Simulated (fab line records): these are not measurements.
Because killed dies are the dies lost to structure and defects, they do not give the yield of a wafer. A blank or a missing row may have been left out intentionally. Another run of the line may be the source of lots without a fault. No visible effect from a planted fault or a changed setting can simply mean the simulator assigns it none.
fab line records	flow sky130
[record] lots = 10	wafers = 30	last_day = 50
route steps=708 shown CAP2M@605 VIA4@650 PAD_OPEN@708
lots that met no fault: from a run of the same line without faults
start_h: the number of hours between the record's first day and the start of the first shown wafer of the lot	wait_h: hours since the lot's step before	" unchanged from the row above	L1.1+2: several wafers, shown together as one row	- no value present, or no start provided	* or withheld: withheld	< > ~ a bound
route shown NAME@n: NAME is a module with steps in the file, n the number in the route of the first one	usual: average and standard deviation across the fault-free wafers	same: alike in all rows	chamber/n: place in a boat	sites: each site's reading	_std_site: how widely they spread, as a standard deviation	_edge_site: the outer-site mean with the inner-site mean subtracted	radius_mm: how far each site lies from the wafer's centre	mask NAME#n: copy n	behind: tool/chamber where the wafer was last shaped	hold: what put the lot on hold/how long, in hours/how the hold closed	device: the n, p or np transistor that did not switch	end of line: the route-end tests of the same wafers	a step without rows: its recipe alone	killed: dies lost to structure and defects at the first sort, not the wafer's yield	map: the dies of a wafer, with x for killed, . for not killed, _ for no die there
set.NAME: the setting that was run; set.NAME@STEP: the one run at that earlier step	model.NAME: the simulator's own value behind a step, which no gauge read
a sample of lots followed through the steps of the route, with each step as a table and each wafer as a row
services: the hour from which a tool's chamber was out of use, counted from the record's first day as start_h (under 0 if before that day), plus the number of hours and why
[[steps]]
[step SKY_CAP2M_SPUTTER_02]
[recipe] material = TiN	target_thk_nm = 200	temp_c = 300	power_w = 6500	time_s = 166.7	chamber_pressure_pa = 0.4
[usual] throttle_valve_pct = 29.5/1.1
lot.wafer	tool	chamber	start_h	wait_h	throttle_valve_pct
L202.1	pvd_sputter-02	-	932.05	0.1	28.0
L202.3	"	-	"	"	30.7
L202.5	"	-	"	"	28.8
L204.1	pvd_sputter-01	-	955.79	0.1	31.6
L204.2	"	-	"	"	28.3
L204.6	"	-	"	"	28.6
L206.1	pvd_sputter-02	-	965.24	0.1	30.8
L206.2	"	-	"	"	28.1
L206.3	"	-	"	"	28.6
L209.3	pvd_sputter-01	-	985.55	0.0	28.5
L209.4	"	-	"	"	31.3
L209.6	"	-	"	"	29.1
L213.1	pvd_sputter-03	-	1016.94	0.1	27.9
L213.5	"	-	"	"	28.5
L213.6	"	-	"	"	29.3
L215.1	pvd_sputter-02	-	1031.71	0.1	30.4
L215.3	"	-	"	"	28.1
L215.4	"	-	"	"	30.4
L217.1	pvd_sputter-02	-	1054.86	0.1	28.0
L217.2	"	-	"	"	30.5
L217.5	"	-	"	"	28.7
L219.1	pvd_sputter-03	-	1055.41	0.1	30.3
L219.2	"	-	"	"	28.1
L219.5	"	-	"	"	28.7
L222.1	pvd_sputter-02	-	1063.47	0.1	29.0
L222.3	"	-	"	"	30.4
L222.4	"	-	"	"	28.0
L224.3	pvd_sputter-02	-	1077.67	0.0	28.6
L224.4	"	-	"	"	28.2
L224.5	"	-	"	"	28.3
[step SKY_CAP2M_STRIP_14]
[recipe] chemistry = O2/N2	power_w = 1400	pressure_mtorr = 1500	platen_temp_c = withheld	o2_flow_sccm = 3000	n2_flow_sccm = 300	overash_fraction = 0.5
[usual] chamber_pressure_mTorr = 1499.8/1.3	drypump_motor_current_A = 5.7/0.46	oes_product_au = 0.710/0.0042	strip_time_to_endpoint_s = 12.68/0.049
lot.wafer	tool	chamber	start_h	wait_h	chamber_pressure_mTorr	drypump_motor_current_A	oes_product_au	rf_hours_counter_h	strip_time_to_endpoint_s
L202.1	plasma_asher-02	1	955.83	0.1	1499.7	5.8	0.705	52	12.68
L202.3	"	0	"	"	1501.3	5.8	0.719	-	12.65
L202.5	"	1	"	"	1499.7	5.8	0.701	-	12.75
L204.1	plasma_asher-01	1	979.42	0.1	1499.6	5.4	0.712	86	12.71
L204.2	"	0	"	"	1499.6	4.9	0.706	86	12.62
L204.6	"	0	"	"	1499.4	5.0	0.711	-	12.68
L206.1	plasma_asher-01	1	988.52	0.1	1499.6	5.4	0.699	88	12.62
L206.2	"	0	"	"	1500.3	4.9	0.712	88	12.65
L206.3	"	0	"	"	1499.0	5.0	0.711	-	12.65
L209.3	plasma_asher-02	0	1008.71	0.1	1497.4	5.8	0.714	-	12.66
L209.4	"	1	"	"	1499.1	5.8	0.706	-	12.60
L209.6	"	1	"	"	1499.9	5.8	0.712	-	12.69
L213.1	plasma_asher-02	1	1039.22	0.1	1498.7	5.8	0.705	60	12.74
L213.5	"	0	"	"	1499.2	5.8	0.709	-	12.77
L213.6	"	1	"	"	1500.1	5.7	0.711	-	12.57
L215.1	plasma_asher-03	0	1053.62	0.1	1500.0	6.2	0.717	125	12.69
L215.3	"	0	"	"	1499.5	6.2	0.711	-	12.75
L215.4	"	1	"	"	1501.6	6.3	0.706	-	12.73
L217.1	plasma_asher-03	1	1076.32	0.1	1500.8	6.3	0.715	1	12.69
L217.2	"	0	"	"	1500.8	6.1	0.705	1	12.74
L217.5	"	0	"	"	1500.7	6.1	0.712	-	12.71
L219.1	plasma_asher-03	1	1076.97	0.1	1497.7	6.3	0.713	1	12.67
L219.2	"	0	"	"	1499.9	6.2	0.709	1	12.64
L219.5	"	0	"	"	1499.8	6.1	0.708	-	12.65
L222.1	plasma_asher-02	0	1084.57	0.1	1498.2	5.8	0.710	63	12.63
L222.3	"	0	"	"	1500.1	5.9	0.705	-	12.64
L222.4	"	1	"	"	1499.2	5.8	0.712	-	12.64
L224.3	plasma_asher-03	1	1098.82	0.1	1502.2	6.3	0.712	-	12.64
L224.4	"	0	"	"	1501.6	6.2	0.714	-	12.68
L224.5	"	1	"	"	1502.1	6.3	0.704	-	12.60
[step SKY_VIA4_OVL_MEAS_11]
[usual] VIA4_OVL = 0.7/1.4
lot.wafer	tool	chamber	start_h	wait_h	VIA4_OVL[nm]
L202.1	overlay-02	-	1004.82	0.1	0.8
L202.3	"	-	"	"	0.6
L202.5	"	-	"	"	0.9
L204.1	overlay-02	-	1027.81	0.1	1.7
L204.2	"	-	"	"	2.7
L204.6	"	-	"	"	0.8
L206.1	overlay-01	-	1035.91	0.1	-2.4
L206.2	"	-	"	"	-0.8
L206.3	"	-	"	"	-1.5
L209.3	overlay-02	-	1055.77	0.1	-1.5
L209.4	"	-	"	"	-0.8
L209.6	"	-	"	"	-0.5
L213.1	overlay-02	-	1083.72	0.1	2.2
L213.5	"	-	"	"	1.1
L213.6	"	-	"	"	2.0
L215.1	overlay-02	-	1097.07	0.1	0.2
L215.3	"	-	"	"	0.5
L215.4	"	-	"	"	2.1
L217.1	overlay-01	-	1119.02	0.1	0.5
L217.2	"	-	"	"	0.4
L217.5	"	-	"	"	0.4
L219.1	overlay-02	-	1120.31	0.1	0.1
L219.2	"	-	"	"	-0.1
L219.5	"	-	"	"	2.7
L222.1	overlay-01	-	1127.31	0.1	-0.3
L222.3	"	-	"	"	-1.5
L222.4	"	-	"	"	1.2
L224.3	overlay-01	-	1139.42	0.1	-0.1
L224.4	"	-	"	"	-1.2
L224.5	"	-	"	"	-0.3
[step SKY_VIA4_CVD_18]
[recipe] material = W	target_thk_nm = 505	time_s = 152.14	temp_c = 400	pressure_torr = 40
[usual] heater_power_w = 774/53
lot.wafer	tool	chamber	start_h	wait_h	heater_power_w
L202.1	cvd_w-02	0	1005.66	0.0	808
L202.3	"	0	"	"	830
L202.5	"	0	"	"	782
L204.1	cvd_w-01	1	1028.57	0.0	729
L204.2	"	0	"	"	829
L204.6	"	0	"	"	831
L206.1	cvd_w-02	0	1037.08	0.0	817
L206.2	"	1	"	"	702
L206.3	"	1	"	"	719
L209.3	cvd_w-01	0	1056.66	0.1	850
L209.4	"	1	"	"	730
L209.6	"	1	"	"	731
L213.1	cvd_w-02	1	1084.49	0.0	719
L213.5	"	1	"	"	709
L213.6	"	0	"	"	826
L215.1	cvd_w-02	0	1097.87	0.0	811
L215.3	"	0	"	"	799
L215.4	"	1	"	"	692
L217.1	cvd_w-01	0	1119.79	0.0	827
L217.2	"	1	"	"	727
L217.5	"	1	"	"	729
L219.1	cvd_w-01	1	1121.07	0.0	736
L219.2	"	0	"	"	847
L219.5	"	1	"	"	734
L222.1	cvd_w-01	1	1128.12	0.0	720
L222.3	"	0	"	"	826
L222.4	"	1	"	"	740
L224.3	cvd_w-01	0	1140.31	0.1	845
L224.4	"	1	"	"	732
L224.5	"	1	"	"	743
[step SKY_VIA4_RS_MEAS_19]
[recipe] thk_meas_gauge = four-point-probe	reads = W_of_VIA4_CVD_18+TiN_of_VIA4_SPUTTER_17
[usual] VIA4_W_RS = 0.2274/0.0029
lot.wafer	tool	chamber	start_h	wait_h	VIA4_W_RS[ohm/sq]
L202.1	film_metro-04	-	1005.81	0.1	0.2238
L202.3	"	-	"	"	0.2265
L202.5	"	-	"	"	0.2277
L204.1	film_metro-02	-	1028.72	0.1	0.2317
L204.2	"	-	"	"	0.2268
L204.6	"	-	"	"	0.2255
L206.1	film_metro-04	-	1037.23	0.1	0.2210
L206.2	"	-	"	"	0.2300
L206.3	"	-	"	"	0.2311
L209.3	film_metro-04	-	1056.80	0.1	0.2239
L209.4	"	-	"	"	0.2273
L209.6	"	-	"	"	0.2283
L213.1	film_metro-04	-	1084.64	0.1	0.1799
L213.5	"	-	"	"	0.1791
L213.6	"	-	"	"	0.2283
L215.1	film_metro-01	-	1098.02	0.1	0.1767
L215.3	"	-	"	"	0.2274
L215.4	"	-	"	"	0.2318
L217.1	film_metro-04	-	1119.94	0.1	0.2274
L217.2	"	-	"	"	0.2219
L217.5	"	-	"	"	0.2258
L219.1	film_metro-01	-	1121.22	0.1	0.2242
L219.2	"	-	"	"	0.2278
L219.5	"	-	"	"	0.2272
L222.1	film_metro-04	-	1128.27	0.1	0.2295
L222.3	"	-	"	"	0.2299
L222.4	"	-	"	"	0.2271
L224.3	film_metro-04	-	1140.45	0.1	0.2283
L224.4	"	-	"	"	0.2263
L224.5	"	-	"	"	0.2239
[step SKY_VIA4_THK_MEAS_20]
[recipe] thk_meas_gauge = xrf	reads = W_of_VIA4_CVD_18
[usual] VIA4_W_THK = 514/8.5
lot.wafer	tool	chamber	start_h	wait_h	VIA4_W_THK[nm]
L202.1	film_metro-04	-	1005.93	0.1	516
L202.3	"	-	"	"	513
L202.5	"	-	"	"	509
L204.1	film_metro-02	-	1028.84	0.1	499
L204.2	"	-	"	"	509
L204.6	"	-	"	"	510
L206.1	film_metro-04	-	1037.35	0.1	526
L206.2	"	-	"	"	504
L206.3	"	-	"	"	501
L209.3	film_metro-04	-	1056.90	0.1	519
L209.4	"	-	"	"	511
L209.6	"	-	"	"	510
L213.1	film_metro-04	-	1084.76	0.1	653
L213.5	"	-	"	"	659
L213.6	"	-	"	"	513
L215.1	film_metro-01	-	1098.14	0.1	676
L215.3	"	-	"	"	524
L215.4	"	-	"	"	515
L217.1	film_metro-04	-	1120.06	0.1	512
L217.2	"	-	"	"	522
L217.5	"	-	"	"	513
L219.1	film_metro-01	-	1121.34	0.1	531
L219.2	"	-	"	"	518
L219.5	"	-	"	"	520
L222.1	film_metro-04	-	1128.39	0.1	508
L222.3	"	-	"	"	508
L222.4	"	-	"	"	516
L224.3	film_metro-04	-	1140.55	0.1	509
L224.4	"	-	"	"	518
L224.5	"	-	"	"	518
[step SKY_VIA4_CMP_21]
[recipe] stop_on = SiO2	t_overpolish_s = 25	down_force_psi = 3.5	platen_rpm = 60	target_thk_nm = 0	pad_velocity_m_s = 0.94248
[usual] motor_current_A = 11.5/0.81	time_to_endpoint_s = 124/4.3
lot.wafer	tool	chamber	start_h	wait_h	motor_current_A	time_to_endpoint_s
L202.3	cmp-02	0	1006.04	0.1	12.6	123
L202.1	"	2	"	"	10.8	133
L202.5	"	3	"	"	12.1	127
L204.1	cmp-01	3	1028.90	0.1	12.9	119
L204.2	"	0	"	"	9.6	121
L204.6	"	0	"	"	9.3	122
L206.3	cmp-02	1	1037.46	0.1	11.9	122
L206.1	"	2	"	"	10.7	135
L206.2	"	3	"	"	11.7	130
L209.3	cmp-02	0	1056.99	0.1	11.9	120
L209.4	"	1	"	"	11.9	121
L209.6	"	0	"	"	12.0	116
L213.1	cmp-02	0	1085.08	0.3	12.5	153
L213.6	"	1	"	"	11.6	126
L213.5	"	2	"	"	11.0	160
L215.4	cmp-02	3	1098.20	0.0	11.5	127
L215.3	"	0	"	"	12.2	124
L215.1	"	1	"	"	11.7	159
L217.1	cmp-02	2	1120.12	0.1	11.0	128
L217.2	"	1	"	"	11.3	130
L217.5	"	3	"	"	11.3	128
L219.2	cmp-02	0	1121.40	0.0	11.8	119
L219.1	"	2	"	"	10.3	125
L219.5	"	1	"	"	11.5	120
L222.4	cmp-02	0	1128.45	0.0	12.2	125
L222.3	"	1	"	"	11.3	126
L222.1	"	2	"	"	10.5	127
L224.3	cmp-02	1	1140.64	0.1	11.8	121
L224.4	"	3	"	"	12.3	127
L224.5	"	0	"	"	12.2	122
[step SKY_PAD_OPEN_PROBE_99]
[usual] defect_limited_yield = 82.4/1.9	killed_at_M0_to_M3 = 44/6.5	killed_at_M4_up = 3.0/1.5	killed_at_contacts = 25/5.1	killed_at_front_end = 14/4.1	killed_at_other = 0.3/0.57	killed_dies = 87/9.5	killed_open = 48/6.8	killed_short = 39/6.2	sort_bin_3_pad_short = 0.8/0.42	sort_bin_5_function = 10.4/1.4	sort_bin_6_memory = 6.3/1.2	sort_n_pass = 405/9.5	sort_yield_pct = 82.4/1.9
[same] gross_dies = 492	killed_at_back_side = 0	sort_bin_4_leakage[%] = 0	sort_bin_8_speed[%] = 0
lot.wafer	tool	chamber	start_h	wait_h	defect_limited_yield[%]	killed_at_M0_to_M3	killed_at_M4_up	killed_at_contacts	killed_at_front_end	killed_at_other	killed_dies	killed_open	killed_short	sort_bin_3_pad_short[%]	sort_bin_5_function[%]	sort_bin_6_memory[%]	sort_n_pass	sort_yield_pct[%]
L204.1	prober-01	-	1097.15	0.1	78.9	53	3	27	20	1	104	54	49	1.0	11.4	8.7	388	78.9
L204.2	prober-01	-	1097.20	0.1	81.5	53	4	22	12	0	91	58	33	0.2	12.0	6.3	401	81.5
L204.6	prober-01	-	1097.40	0.2	84.8	31	3	25	15	1	75	43	32	0	9.6	5.7	417	84.8
L215.1	prober-02	-	1159.24	0.1	81.5	48	3	24	16	0	91	44	47	1.6	11.8	5.1	401	81.5
L215.3	prober-02	-	1159.34	0.2	84.1	42	1	21	14	0	78	45	33	1.2	7.5	7.1	414	84.1
L215.4	prober-02	-	1159.39	0.2	79.7	52	3	32	13	0	100	65	35	0.8	10.2	9.3	392	79.7
// killed by level:class
L204.1 CONTACT:geometric_particle:open=14 VIA1:geometric_particle:open=9 VIA2:geometric_particle:open=9 FIELD_ISO:geometric_particle:short=8 FIELD_ISO:geometric_particle:open=7 METAL1:geometric_particle:short=6 VIA1:geometric_particle:short=6 METAL2:geometric_particle:short=6
L204.2 VIA1:geometric_particle:open=20 CONTACT:geometric_particle:open=9 VIA2:geometric_particle:open=8 LI_CONTACT:geometric_particle:open=6 METAL1:geometric_particle:short=5 FIELD_ISO:geometric_particle:short=4 VIA3:geometric_particle:open=4 VIA2:geometric_particle:short=4
L204.6 CONTACT:geometric_particle:open=10 LI_CONTACT:geometric_particle:open=5 VIA1:geometric_particle:open=5 FIELD_ISO:geometric_particle:short=4 POLY_GATE:geometric_particle:open=4 VIA2:geometric_particle:open=4 CONTACT:geometric_particle:short=4 VIA1:geometric_particle:short=4
L215.1 VIA3:geometric_particle:open=9 CONTACT:geometric_particle:open=9 VIA1:geometric_particle:open=7 METAL2:geometric_particle:short=7 VIA2:geometric_particle:open=6 LI_CONTACT:geometric_particle:open=5 LOCAL_INTERCONNECT:geometric_particle:short=5 VIA3:geometric_particle:short=5
L215.3 CONTACT:geometric_particle:open=12 VIA1:geometric_particle:open=10 METAL2:geometric_particle:short=8 VIA2:geometric_particle:open=6 METAL1:geometric_particle:short=6 POLY_GATE:geometric_particle:open=4 LI_CONTACT:geometric_particle:open=4 VIA1:geometric_particle:short=3
L215.4 VIA1:geometric_particle:open=16 CONTACT:geometric_particle:open=12 VIA3:geometric_particle:open=11 LI_CONTACT:geometric_particle:open=8 VIA2:geometric_particle:open=6 VIA1:geometric_particle:short=5 FIELD_ISO:geometric_particle:open=4 LI_CONTACT:geometric_particle:short=4
[[services]]
tool	chamber	start_h	hours	kind
cmp-02	-	912.00	4.0	pm
pvd_sputter-01	-	916.74	4.8	repair
plasma_asher-02	-	917.19	4.8	repair
pvd_sputter-03	-	928.37	8.4	repair
cmp-02	-	934.04	22.8	pm
cvd_w-01	-	952.67	2.8	pm
plasma_asher-01	-	958.07	1.1	repair
cmp-01	-	959.63	1.4	repair
cvd_w-01	1	1009.67	17.1	repair
cmp-02	-	1028.33	2.2	repair
plasma_asher-02	-	1053.56	4.3	pm
plasma_asher-03	-	1055.25	9.0	pm
cvd_w-02	1	1057.13	2.9	repair
cmp-02	-	1058.57	3.3	repair
pvd_sputter-01	-	1066.42	2.5	repair
plasma_asher-02	-	1074.12	4.5	repair
cmp-02	-	1074.14	2.7	repair
plasma_asher-02	-	1085.22	1.6	repair
cmp-02	-	1087.92	0.8	repair
plasma_asher-01	-	1093.73	1.8	repair
pvd_sputter-02	-	1113.11	2.0	repair
pvd_sputter-03	-	1124.09	3.0	repair
cmp-02	-	1132.25	2.1	pm
cmp-02	-	1138.38	1.6	repair
[[key]]
[first_sign] step = SKY_VIA4_RS_MEAS_19	reading = VIA4_W_RS	direction = down	sigmas = 17	usual = 0.2274	struck = 0.1786
[effect] step = SKY_VIA4_THK_MEAS_20	reading = VIA4_W_THK	direction = up	sigmas = 18	usual = 514	struck = 663
[effect] step = SKY_VIA4_CMP_21	reading = time_to_endpoint_s	direction = up	sigmas = 7.7	usual = *	struck = *
met_at SKY_VIA4_CVD_18
struck_lots L213,L215
struck_wafers L213.1,L213.5,L215.1
not_acting_at SKY_CAP2M_SPUTTER_02,SKY_CAP2M_STRIP_14,SKY_VIA4_OVL_MEAS_11
onset_between 1037.08 1084.49
[fault] kind = process_parameter_drift	tool = cvd_w-02	chamber = -	onset_h = 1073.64	steps = SKY_VIA4_CVD_18	channel = target_thk_nm	offset = 141.85	shape = step	end_h = 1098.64	scope = struck_wafers_only	acts_in = these_recipes_only	stated = 505
